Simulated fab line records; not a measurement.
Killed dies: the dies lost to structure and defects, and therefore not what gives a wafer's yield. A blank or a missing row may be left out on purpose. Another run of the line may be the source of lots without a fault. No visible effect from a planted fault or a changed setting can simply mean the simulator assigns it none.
fab line records ; flow sky130
record: lots: 6; wafers: 18; last_day: 50
route steps=708 shown LOCAL_INTERCONNECT@389
lots untouched by any fault: they come from a run of this same line in which no faults occurred
start_h: start of the lot's first displayed wafer, in hours after the record's first day ; wait_h: how many hours have passed since the lot's step before this one ; " identical to the entry in the row above ; L1.1+2: several wafers, shown together as one row ; - no value, or no start was given ; * or withheld: withheld ; < > ~ a bound
route shown NAME@n: a module of which the file shows steps, and the number in the route of the first ; usual: mean/standard deviation taken from wafers without a fault ; same: alike in all rows ; chamber/n: place in a boat ; sites: readings site by site ; _std_site: the values' standard deviation ; _edge_site: mean of outer sites minus mean of inner sites ; radius_mm: for every site, how far away it sits from the centre of the wafer ; mask NAME#n: copy n ; behind: the tool/chamber that last shaped the wafer ; hold: reason for holding the lot/hours on hold/outcome of the hold ; device: names the non-switching transistor (n, p or np) ; end of line: the route-end tests of the same wafers ; where a step has no rows: the recipe by itself ; killed: count of dies lost to structure and defects at first sort (not the wafer's yield) ; map: the dies of a wafer, with x for killed, . for not killed, _ for no die there
set.NAME: the setting as run; set.NAME@STEP: as run at that earlier step ; model.NAME: the simulator's own value behind a step, which no gauge read
lots at some steps of the route; a table a step, a row a wafer
services: when a tool's chamber went out of use (start_h, in hours from the record's first day, below 0 if earlier), for how many hours, and the reason
== steps ==
step: SKY_LOCAL_INTERCONNECT_THK_MEAS_02
recipe: thk_meas_gauge: xrf; reads: TiN_of_LOCAL_INTERCONNECT_SPUTTER_00
usual: LOCAL_INTERCONNECT_TIN_THK: 101.9/1.6
lot.wafer;tool;chamber;start_h;wait_h;LOCAL_INTERCONNECT_TIN_THK[nm]
L732.1;film_metro-03;-;729.34;0.1;100.7
L732.2;film_metro-03;-;729.34;0.1;101.4
L732.6;film_metro-03;-;729.34;0.1;100.4
L737.2;film_metro-03;-;749.61;0.1;102.8
L737.3;film_metro-03;-;749.61;0.1;102.8
L737.6;film_metro-03;-;749.61;0.1;103.1
L741.1;film_metro-02;-;771.20;0.1;102.5
L741.5;film_metro-02;-;771.20;0.1;102.0
L741.6;film_metro-02;-;771.20;0.1;102.4
L743.1;film_metro-02;-;780.18;0.1;101.7
L743.2;film_metro-02;-;780.18;0.1;101.9
L743.3;film_metro-02;-;780.18;0.1;102.1
L749.1;film_metro-03;-;837.12;0.1;101.9
L749.3;film_metro-03;-;837.12;0.1;102.0
L749.4;film_metro-03;-;837.12;0.1;100.2
L751.1;film_metro-02;-;837.28;0.1;99.5
L751.2;film_metro-02;-;837.28;0.1;99.4
L751.4;film_metro-02;-;837.28;0.1;98.9
step: SKY_LOCAL_INTERCONNECT_DEHYDRATE_03
recipe: temp_c: 200; time_s: 60
step: SKY_LOCAL_INTERCONNECT_HMDS_04
recipe: prime_time_s: 60; prime_temp_c: 120
step: SKY_LOCAL_INTERCONNECT_COAT_05
recipe: resist: BARC; temp_c: withheld; time_s: withheld; spin_rpm: 3000; resist_thk_nm: 60
step: SKY_LOCAL_INTERCONNECT_COAT_06
recipe: resist: KrF-thick; spin_rpm: 3000; resist_thk_nm: 450
step: SKY_LOCAL_INTERCONNECT_SOFTBAKE_07
recipe: temp_c: 100; time_s: 90; resist: KrF-thick
step: SKY_LOCAL_INTERCONNECT_EXPOSE_08
recipe: mask_id: LI1M; na: 0.8; source_shape: annular; sigma_inner: 0.55; sigma_outer: 0.85; target_cd_nm: 170; dose_mj: 28
step: SKY_LOCAL_INTERCONNECT_PEB_09
recipe: peb_temp_c: withheld; peb_time_s: withheld; resist: KrF-thick
step: SKY_LOCAL_INTERCONNECT_DEVELOP_10
recipe: develop_time_s: 60; resist: KrF-thick; dev_temp_c: 21
step: SKY_LOCAL_INTERCONNECT_CD_MEAS_11
recipe: target_cd_nm: 170
usual: cd_nm: 170.1/1.7
lot.wafer;tool;chamber;start_h;wait_h;cd_nm
L732.1;cd_sem-01;-;755.42;-;173.1
L732.2;cd_sem-01;-;755.42;-;173.8
L732.6;cd_sem-01;-;755.42;-;174.2
L737.2;cd_sem-02;-;775.99;-;172.1
L737.3;cd_sem-02;-;775.99;-;170.7
L737.6;cd_sem-02;-;775.99;-;171.7
L741.1;cd_sem-01;-;797.77;-;170.9
L741.5;cd_sem-01;-;797.77;-;170.2
L741.6;cd_sem-01;-;797.77;-;170.7
L743.1;cd_sem-02;-;806.42;-;170.7
L743.2;cd_sem-02;-;806.42;-;171.2
L743.3;cd_sem-02;-;806.42;-;169.6
L749.1;cd_sem-02;-;862.77;-;170.3
L749.3;cd_sem-02;-;862.77;-;171.3
L749.4;cd_sem-02;-;862.77;-;169.4
L751.1;cd_sem-02;-;862.95;-;172.0
L751.2;cd_sem-02;-;862.95;-;171.6
L751.4;cd_sem-02;-;862.95;-;172.0
step: SKY_LOCAL_INTERCONNECT_OVL_MEAS_12
usual: LOCAL_INTERCONNECT_OVL: 0/6.3
lot.wafer;tool;chamber;start_h;wait_h;LOCAL_INTERCONNECT_OVL[nm]
L732.1;overlay-01;-;755.54;0.1;-2
L732.2;overlay-01;-;755.54;0.1;-13
L732.6;overlay-01;-;755.54;0.1;-1
L737.2;overlay-02;-;776.10;0.1;9
L737.3;overlay-02;-;776.10;0.1;-6
L737.6;overlay-02;-;776.10;0.1;2
L741.1;overlay-02;-;797.89;0.1;1
L741.5;overlay-02;-;797.89;0.1;6
L741.6;overlay-02;-;797.89;0.1;3
L743.1;overlay-01;-;806.54;0.1;-7
L743.2;overlay-01;-;806.54;0.1;-11
L743.3;overlay-01;-;806.54;0.1;-9
L749.1;overlay-01;-;862.89;0.1;-3
L749.3;overlay-01;-;862.89;0.1;-3
L749.4;overlay-01;-;862.89;0.1;10
L751.1;overlay-02;-;863.07;0.1;8
L751.2;overlay-02;-;863.07;0.1;3
L751.4;overlay-02;-;863.07;0.1;-4
step: SKY_LOCAL_INTERCONNECT_ETCH_13
recipe: chemistry: N2/H2; target: BARC; ion_energy_ev: 200; bias_w: 100; pressure_mtorr: 30; n2_flow_sccm: 100; h2_flow_sccm: 200; icp_w: 500; stop_on: SiO2; time_s: 45.9; target_depth_a: 600
usual: drypump_motor_current_A: 6.28/0.29; oes_product_au: 0.855/0.0043; throttle_valve_pct: 13.224/0.0089
lot.wafer;tool;chamber;start_h;wait_h;drypump_motor_current_A;oes_product_au;rf_hours_counter_h;throttle_valve_pct
L732.1;rie_metal-04;1;755.57;0.0;6.40;0.861;1;13.216
L732.2;rie_metal-04;0;755.57;0.0;6.36;0.858;7;13.229
L732.6;rie_metal-04;0;755.57;0.0;6.37;0.853;-;13.220
L737.2;rie_metal-03;1;776.13;0.0;6.52;0.852;13;13.218
L737.3;rie_metal-03;1;776.13;0.0;6.52;0.858;-;13.208
L737.6;rie_metal-03;1;776.13;0.0;6.57;0.852;-;13.216
L741.1;rie_metal-03;0;797.93;0.0;5.83;0.846;11;13.224
L741.5;rie_metal-03;0;797.93;0.0;5.80;0.857;-;13.222
L741.6;rie_metal-03;1;797.93;0.0;6.52;0.854;-;13.223
L743.1;rie_metal-03;0;806.58;0.0;5.80;0.844;11;13.225
L743.2;rie_metal-03;1;806.58;0.0;6.47;0.859;14;13.217
L743.3;rie_metal-03;0;806.58;0.0;5.80;0.845;-;13.221
L749.1;rie_metal-01;0;862.93;0.0;5.96;0.859;5;13.228
L749.3;rie_metal-01;1;862.93;0.0;6.61;0.850;-;13.216
L749.4;rie_metal-01;0;862.93;0.0;5.97;0.854;-;13.240
L751.1;rie_metal-04;1;863.11;0.0;6.39;0.855;4;13.233
L751.2;rie_metal-04;0;863.11;0.0;6.34;0.859;10;13.228
L751.4;rie_metal-04;1;863.11;0.0;6.39;0.850;-;13.236
step: SKY_LOCAL_INTERCONNECT_METAL_ETCH_14
recipe: target_depth_nm: 110; stop_on: PSG; chemistry: Cl2/BCl3; target: TiN; resist_sidewall_deg: 88; pressure_mtorr: 10; icp_w: 900; bias_w: 48.5; Cl2_flow_sccm: 60; bcl3_flow_sccm: 30; time_s: 31.4
usual: bcl3_flow_sccm: 30.00/0.084; drypump_motor_current_A: 6.28/0.29; oes_product_au: 0.943/0.0086; throttle_valve_pct: 21.900/0.01
lot.wafer;tool;chamber;start_h;wait_h;bcl3_flow_sccm;drypump_motor_current_A;oes_product_au;rf_hours_counter_h;throttle_valve_pct;model.KrF-thick_of_LOCAL_INTERCONNECT_COAT_06.thk_nm;model.LOCAL_INTERCONNECT.feature_depth_nm;model.etch.depth_nm
L732.1;rie_metal-04;1;755.64;0.0;29.94;6.39;0.931;1;21.910;347;99.66;99.66
L732.2;rie_metal-04;0;755.64;0.0;29.92;6.26;0.942;7;21.902;346.7;100.6;100.6
L732.6;rie_metal-04;0;755.64;0.0;29.94;6.34;0.934;-;21.911;344.8;99.04;99.04
L737.2;rie_metal-03;1;776.19;0.0;30.00;6.46;0.943;13;21.907;350;101;101
L737.3;rie_metal-03;1;776.19;0.0;29.94;6.49;0.941;-;21.873;349.4;100.9;100.9
L737.6;rie_metal-03;1;776.19;0.0;30.02;6.48;0.951;-;21.895;348.2;101.8;101.8
L741.1;rie_metal-03;0;797.99;0.0;29.92;5.80;0.913;11;21.921;353.3;95.57;95.57
L741.5;rie_metal-03;0;797.99;0.0;29.87;5.78;0.947;-;21.887;346.5;100.8;100.8
L741.6;rie_metal-03;1;797.99;0.0;29.84;6.46;0.953;-;21.889;346.7;101.3;101.3
L743.1;rie_metal-03;0;806.64;0.0;30.00;5.79;0.928;11;21.910;351.6;96.83;96.83
L743.2;rie_metal-03;1;806.64;0.0;30.04;6.54;0.950;14;21.901;348.2;100.4;100.4
L743.3;rie_metal-03;0;806.64;0.0;30.07;5.81;0.937;-;21.884;347.4;100.5;100.5
L749.1;rie_metal-01;0;862.99;0.0;29.93;5.95;0.940;5;21.871;353.6;100.4;100.4
L749.3;rie_metal-01;1;862.99;0.0;29.97;6.66;0.948;-;21.903;349.4;100.5;100.5
L749.4;rie_metal-01;0;862.99;0.0;29.99;5.98;0.934;-;21.899;353.6;98.66;98.66
L751.1;rie_metal-04;1;863.17;0.0;29.91;6.36;0.928;4;21.896;350.2;98.2;98.2
L751.2;rie_metal-04;0;863.17;0.0;29.98;6.32;0.925;10;21.902;348.5;97.98;97.98
L751.4;rie_metal-04;1;863.17;0.0;30.01;6.36;0.931;-;21.905;351;97.55;97.55
step: SKY_LOCAL_INTERCONNECT_STRIP_15
recipe: chemistry: O2/N2; power_w: 1400; pressure_mtorr: 1500; platen_temp_c: withheld; o2_flow_sccm: 3000; n2_flow_sccm: 300; overash_fraction: 0.5
usual: drypump_motor_current_A: 5.7/0.54; oes_product_au: 0.427/0.0044; strip_time_to_endpoint_s: 4.726/0.025
lot.wafer;tool;chamber;start_h;wait_h;drypump_motor_current_A;oes_product_au;rf_hours_counter_h;strip_time_to_endpoint_s
L732.1;plasma_asher-01;1;755.69;0.0;5.4;0.430;67;4.687
L732.2;plasma_asher-01;0;755.69;0.0;6.0;0.431;67;4.700
L732.6;plasma_asher-01;1;755.69;0.0;5.3;0.437;-;4.682
L737.2;plasma_asher-02;0;776.24;0.0;5.6;0.433;34;4.732
L737.3;plasma_asher-02;1;776.24;0.0;5.7;0.431;-;4.715
L737.6;plasma_asher-02;0;776.24;0.0;5.6;0.424;-;4.731
L741.1;plasma_asher-01;1;798.04;0.0;5.3;0.440;71;4.778
L741.5;plasma_asher-01;0;798.04;0.0;6.0;0.423;-;4.689
L741.6;plasma_asher-01;1;798.04;0.0;5.3;0.425;-;4.700
L743.1;plasma_asher-02;1;806.69;0.0;5.7;0.432;37;4.749
L743.2;plasma_asher-02;0;806.69;0.0;5.6;0.432;37;4.725
L743.3;plasma_asher-02;0;806.69;0.0;5.6;0.418;-;4.727
L749.1;plasma_asher-04;0;863.04;0.0;6.7;0.428;99;4.778
L749.3;plasma_asher-04;1;863.04;0.0;5.0;0.422;-;4.737
L749.4;plasma_asher-04;0;863.04;0.0;6.7;0.427;-;4.768
L751.1;plasma_asher-02;0;863.22;0.0;5.6;0.432;43;4.737
L751.2;plasma_asher-02;1;863.22;0.0;5.7;0.430;43;4.719
L751.4;plasma_asher-02;1;863.22;0.0;5.7;0.425;-;4.733
== services ==
tool;chamber;start_h;hours;kind
rie_metal-01;0;737.82;-;clean
rie_metal-01;0;737.82;17.6;scheduled_down
rie_metal-01;0;737.82;17.6;vent_cycle
rie_metal-04;-;752.19;2.8;pm
rie_metal-04;-;793.48;0.8;repair
rie_metal-04;-;835.12;4.3;pm
== key ==
first_sign: step: SKY_LOCAL_INTERCONNECT_METAL_ETCH_14; reading: oes_product_au; direction: down; sigmas: 2.6; usual: 0.943; struck: 0.921
effect none on later readings
model_effect: step: SKY_LOCAL_INTERCONNECT_METAL_ETCH_14; value: KrF-thick_of_LOCAL_INTERCONNECT_COAT_06.thk_nm; without: 346.6; struck: 352.4
met_at SKY_LOCAL_INTERCONNECT_METAL_ETCH_14
struck_wafers L741.1,L743.1
later_rows_left_out L741.1,L743.1
sort_left_out L741.1,L743.1
tester_left_out L741,L743
onset_between 776.19 797.99
fault: kind: process_parameter_drift; tool: rie_metal-03; chamber: -; onset_h: 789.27; steps: SKY_LOCAL_INTERCONNECT_METAL_ETCH_14; channel: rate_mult; offset: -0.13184; shape: step; end_h: 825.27; scope: struck_wafers_only
tester_left_out: of these lots the tester's yield and bins aren't shown, on N5 and GAA mostly nor the transistor test; their killed dies are dies lost to structure and defects alone, not to doping, threshold or leakage, so they don't give the yield
sort_left_out: the simulated sort isn't trusted on such a fault, so these wafers' sort isn't shown, and their yield isn't known
later_rows_left_out: the simulator's readings of these wafers behind a module that went badly wrong aren't trusted and aren't shown, but for the sort
